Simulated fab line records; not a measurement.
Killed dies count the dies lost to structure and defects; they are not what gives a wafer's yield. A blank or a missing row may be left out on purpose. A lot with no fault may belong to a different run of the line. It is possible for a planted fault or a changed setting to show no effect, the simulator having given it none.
Which tool did it? :: flow sky130 :: 45 wafers from 15 lots sampled at 2 of the route's 708 steps

WHAT THE GAUGES SHOWED, per wafer
SKY_PWDE_OVL_MEAS_07. Usual: PWDE_OVL 0.9 nm, standard deviation 1.3.
lot: L374
measured: day 4 12:46
on: overlay-01
PWDE_OVL (nm): 1.1 1.3 -0.1
flag: 

lot: L375
measured: day 4 19:08
on: overlay-01
PWDE_OVL (nm): 1.5 3.1 3.0
flag: 

lot: L376
measured: day 4 23:28
on: overlay-02
PWDE_OVL (nm): 1.0 1.9 0.2
flag: 

lot: L378
measured: day 5 08:09
on: overlay-02
PWDE_OVL (nm): 1.3 1.0 1.8
flag: 

lot: L379
measured: day 5 17:19
on: overlay-01
PWDE_OVL (nm): 1.4 -0.3 0.6
flag: 

lot: L380
measured: day 5 20:49
on: overlay-01
PWDE_OVL (nm): 0.6 1.0 1.8
flag: 

lot: L382
measured: day 6 08:53
on: overlay-01
PWDE_OVL (nm): 0.8 0.8 -0.5
flag: 

lot: L383
measured: day 6 12:31
on: overlay-01
PWDE_OVL (nm): -2.0 -0.5 1.1
flag: 

lot: L384
measured: day 6 19:40
on: overlay-01
PWDE_OVL (nm): 2.2 0.8 1.3
flag: 

lot: L385
measured: day 6 22:28
on: overlay-01
PWDE_OVL (nm): 1.8 1.2 1.7
flag: 

lot: L386
measured: day 7 04:58
on: overlay-01
PWDE_OVL (nm): -0.7 0.2 -0.7
flag: 

lot: L388
measured: day 7 18:31
on: overlay-02
PWDE_OVL (nm): 1.1 0.4 0.9
flag: 

lot: L393
measured: day 9 05:01
on: overlay-02
PWDE_OVL (nm): 1.6 2.2 3.2
flag: 

lot: L394
measured: day 9 05:27
on: overlay-02
PWDE_OVL (nm): 3.3 1.7 1.6
flag: 

lot: L395
measured: day 9 11:46
on: overlay-01
PWDE_OVL (nm): -0.3 0.2 -0.6
flag: 

SKY_NWELL_OVL_MEAS_10. Usual: NWELL_00_OVL 0.4 nm, standard deviation 1.2.
lot: L374
measured: day 5 07:47
on: overlay-02
NWELL_00_OVL (nm): -0.6 -0.2 -0.7
flag: 

lot: L375
measured: day 5 14:10
on: overlay-01
NWELL_00_OVL (nm): -0.2 0.4 -1.0
flag: 

lot: L376
measured: day 5 19:17
on: overlay-01
NWELL_00_OVL (nm): 0.4 0.1 0.8
flag: 

lot: L378
measured: day 6 04:34
on: overlay-01
NWELL_00_OVL (nm): 0.8 0.5 1.3
flag: 

lot: L379
measured: day 6 12:49
on: overlay-02
NWELL_00_OVL (nm): 1.3 1.8 1.8
flag: 

lot: L380
measured: day 6 16:43
on: overlay-01
NWELL_00_OVL (nm): -0.9 0.3 0.1
flag: 

lot: L382
measured: day 7 05:07
on: overlay-02
NWELL_00_OVL (nm): -0.8 -1.9 -0.4
flag: 

lot: L383
measured: day 7 09:49
on: overlay-01
NWELL_00_OVL (nm): 0.3 -0.6 0.6
flag: 

lot: L384
measured: day 7 16:34
on: overlay-01
NWELL_00_OVL (nm): 0.5 -0.2 -0.3
flag: 

lot: L385
measured: day 7 20:22
on: overlay-01
NWELL_00_OVL (nm): -0.9 1.1 0.9
flag: 

lot: L386
measured: day 8 02:28
on: overlay-02
NWELL_00_OVL (nm): -0.3 -1.1 -1.4
flag: 

lot: L388
measured: day 8 16:58
on: overlay-02
NWELL_00_OVL (nm): 0.5 1.8 0.2
flag: 

lot: L393
measured: day 10 03:41
on: overlay-02
NWELL_00_OVL (nm): 1.1 1.6 1.9
flag: 

lot: L394
measured: day 10 04:19
on: overlay-02
NWELL_00_OVL (nm): 2.7 2.5 2.4
flag: 

lot: L395
measured: day 10 10:33
on: overlay-01
NWELL_00_OVL (nm): 0.3 -0.4 -0.7
flag: 

TOOL THAT RAN EACH LOT (tool first, then ch and the chambers of the sampled wafers, then the start)
No process step before these readings appears in the record.

WHAT THE TOOLS THEMSELVES READ (means of the sampled wafers that have a number; where no wafer has one, the mark that the record gives instead)
The record holds no such reading with a usual standard deviation.

THE ANSWER, worked out from the rows above alone
Rule: take the mean of a lot's wafers that have a number; if it is more than 3 standard deviations from the usual mean, the lot is off. Also off: a lot with no number at a reading for which 4 or more lots have one. Any other lot the step has rows for is counted as sound. Order of review: gauges by route order, followed by the tools' own readings, for which a lot's mean as printed above is used. The first step at which some lot is off is used, and at that step the reading that is off furthest; a lot without a number counts as furthest.
None of the lots is off at any reading shown; this tells nothing.

WHAT THE SIMULATOR HAD PUT IN
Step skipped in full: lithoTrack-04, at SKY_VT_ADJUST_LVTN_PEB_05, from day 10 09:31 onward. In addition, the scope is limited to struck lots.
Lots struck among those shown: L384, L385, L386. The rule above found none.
